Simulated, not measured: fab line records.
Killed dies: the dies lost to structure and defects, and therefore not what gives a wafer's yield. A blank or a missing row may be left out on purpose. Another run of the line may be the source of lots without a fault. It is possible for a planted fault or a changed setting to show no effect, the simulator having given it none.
Which tool is to blame? ; flow gf180mcu ; Sampling: 14 lots, 42 wafers, 5 of 602 route steps

WHAT THE GAUGES SHOWED, per wafer
GF_POLY_GATE_OVL_MEAS_11.
lot;measured;on;POLY_GATE_OVL (nm)
L416;day 9 06:04;overlay-02;10 1 2
L417;day 9 13:38;overlay-01;0 0 4
L418;day 9 17:31;overlay-01;-7 -5 -6
L419;day 10 06:14;overlay-02;-8 2 -7
L421;day 10 17:41;overlay-02;7 2 5
L423;day 11 08:11;overlay-01;-8 -4 -5
L424;day 11 14:04;overlay-02;2 -3 5
L429;day 13 01:10;overlay-01;-2 -13 -8
L430;day 13 07:26;overlay-01;-1 0 -4
L433;day 14 05:22;overlay-02;2 0 -6
L434;day 14 15:19;overlay-01;-4 -8 1
L436;day 15 02:34;overlay-01;0 2 -3
L437;day 15 13:17;overlay-02;2 4 -11
L438;day 15 20:35;overlay-02;-7 -6 -7

GF_POLY_GATE_CD_MEAS_18.
lot;measured;on;cd_nm (nm)
L416;day 9 07:40;cd_sem-02;285.2 281.7 284.9
L417;day 9 15:53;cd_sem-01;280.4 280.2 281.0
L418;day 9 19:07;cd_sem-02;279.9 281.5 282.6
L419;day 10 07:51;cd_sem-02;277.9 279.4 281.9
L421;day 10 19:32;cd_sem-02;280.6 280.7 280.5
L423;day 11 09:48;cd_sem-02;280.2 278.6 279.3
L424;day 11 15:40;cd_sem-01;279.2 279.5 281.6
L429;day 13 02:48;cd_sem-01;279.8 281.0 280.5
L430;day 13 09:02;cd_sem-02;279.7 275.1 278.6
L433;day 14 07:44;cd_sem-02;279.3 280.9 280.0
L434;day 14 16:59;cd_sem-02;283.7 278.2 284.7
L436;day 15 05:16;cd_sem-01;284.1 285.1 282.5
L437;day 15 17:23;cd_sem-02;281.2 279.0 280.0
L438;day 15 22:15;cd_sem-01;281.7 279.6 282.5

GF_HV_LDD_OVL_MEAS_32.
lot;measured;on;HV_LDD_02_OVL (nm)
L416;day 11 14:46;overlay-02;-1.8 -1.2 -3.1
L417;day 11 22:49;overlay-02;-0.9 -0.1 0.9
L418;day 12 02:40;overlay-02;-0.9 -1.1 -1.4
L419;day 12 17:08;overlay-02;-0.6 3.6 4.0
L421;day 13 06:01;overlay-02;1.1 1.0 -1.2
L423;day 13 21:04;overlay-01;0.4 -2.3 0.8
L424;day 14 04:13;overlay-02;0.1 -1.9 -1.4
L429;day 15 18:31;overlay-02;-0.8 -0.1 -1.8
L430;day 16 00:46;overlay-02;-0.1 -1.0 -3.3
L433;day 17 01:25;overlay-02;-131.7 -130.7 -130.3
L434;day 17 11:17;overlay-02;-131.6 -133.5 -132.3
L436;day 18 00:41;overlay-01;-1.7 -0.7 -0.9
L437;day 18 14:41;overlay-02;-0.1 0.9 0.7
L438;day 18 19:35;overlay-02;-1.4 -0.3 1.2

GF_HV_LDD_THK_MEAS_57.
lot;measured;on;HV_LDD_CVD_56_THK (nm)
L416;day 12 13:37;film_metro-01;88.8 89.5 88.8
L417;day 12 21:43;film_metro-01;89.3 90.4 90.4
L418;day 13 02:14;film_metro-02;90.5 90.5 90.9
L419;day 13 16:47;film_metro-02;90.3 89.0 89.6
L421;day 14 07:04;film_metro-01;90.4 90.5 89.3
L423;day 14 21:58;film_metro-01;89.8 90.1 90.4
L424;day 15 04:47;film_metro-01;89.5 88.8 89.9
L429;day 16 20:19;film_metro-01;91.0 89.6 90.8
L430;day 17 02:40;film_metro-04;88.2 89.4 89.0
L433;day 18 04:43;film_metro-01;89.1 89.5 89.0
L434;day 18 14:05;film_metro-02;91.0 89.8 90.4
L436;day 19 07:11;film_metro-04;90.6 90.8 90.6
L437;day 19 18:22;film_metro-02;89.6 89.4 88.5
L438;day 19 23:48;film_metro-02;90.7 91.2 90.2

WHAT TOOL EACH LOT RAN ON (gives the tool, then ch and the chambers of the sampled wafers, and finally the start)
lot;GF_HV_LDD_EXPOSE_28
L416;iline_stepper-02 ch 0, day 11 05:33
L417;iline_stepper-02 ch 0, day 11 13:31
L418;iline_stepper-01 ch 0, day 11 16:53
L419;iline_stepper-01 ch 0, day 12 07:43
L421;iline_stepper-01 ch 0, day 12 20:04
L423;iline_stepper-01 ch 0, day 13 10:35
L424;iline_stepper-01 ch 0, day 13 17:54
L429;iline_stepper-02 ch 0, day 15 07:29
L430;iline_stepper-02 ch 0, day 15 13:59
L433;iline_stepper-01 ch 0, day 16 14:37
L434;iline_stepper-01 ch 0, day 16 23:56
L436;iline_stepper-02 ch 0, day 17 13:11
L437;iline_stepper-02 ch 0, day 18 03:02
L438;iline_stepper-02 ch 0, day 18 07:17
- GF_HV_LDD_EXPOSE_28: exposes mask Nplus HV AREA, target cd 400 nm.

WHAT THE TOOLS THEMSELVES READ (means of the sampled wafers that have a number; where no wafer has one, the mark that the record gives instead)
GF_HV_LDD_EXPOSE_28.
lot;tool;exposure_dose_mJ_cm2
L416;iline_stepper-02;139.90
L417;iline_stepper-02;139.85
L418;iline_stepper-01;140.10
L419;iline_stepper-01;139.86
L421;iline_stepper-01;140.03
L423;iline_stepper-01;140.11
L424;iline_stepper-01;139.97
L429;iline_stepper-02;139.94
L430;iline_stepper-02;140.11
L433;iline_stepper-01;140.10
L434;iline_stepper-01;140.05
L436;iline_stepper-02;139.96
L437;iline_stepper-02;139.95
L438;iline_stepper-02;140.12

THE ANSWER, worked out from the rows above alone
Rule: the lots themselves supply what counts as usual. Put in order of their means at a reading, lots are off if they are a third of the lots or fewer, leave a main group of 4 or more, and stand apart from it by a gap of 3 or more times the standard deviation of the main group's means; of several such gaps the widest counts. A main group is skipped when, at the precision printed for the reading in the tables above, its means are all equal. A lot without any number at a reading at which 4 lots or more have one is off too. All remaining lots with rows at the step are treated as sound. Order of review: gauges by route order, followed by the tools' own readings, for which a lot's mean as printed above is used. At the first step where some lot is off, the reading lying furthest off is the one used; lots without a number count as furthest.
Off: L433, L434, at GF_HV_LDD_OVL_MEAS_32 (HV_LDD_02_OVL). The main group has a mean of -0.4 nm with a standard deviation of 1.1.
A tool fits if, at a process step before that reading, it ran every lot that is off, and no sound lot after the first of them. The gauges at GF_HV_LDD_OVL_MEAS_32 are tried like those tools. One candidate fits, namely iline_stepper-01 at GF_HV_LDD_EXPOSE_28. A fault onset in the window from L424 (day 13 17:54, its last sound lot) to L433 (day 16 14:37, its first lot off) fits.

WHAT WAS PUT IN BY THE SIMULATOR
Scanner matching overlay: iline_stepper-01, from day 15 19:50 on, at GF_HV_LDD_EXPOSE_28. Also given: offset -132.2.
Shown lots that were struck: L433, L434. The rule above reached the same finding.
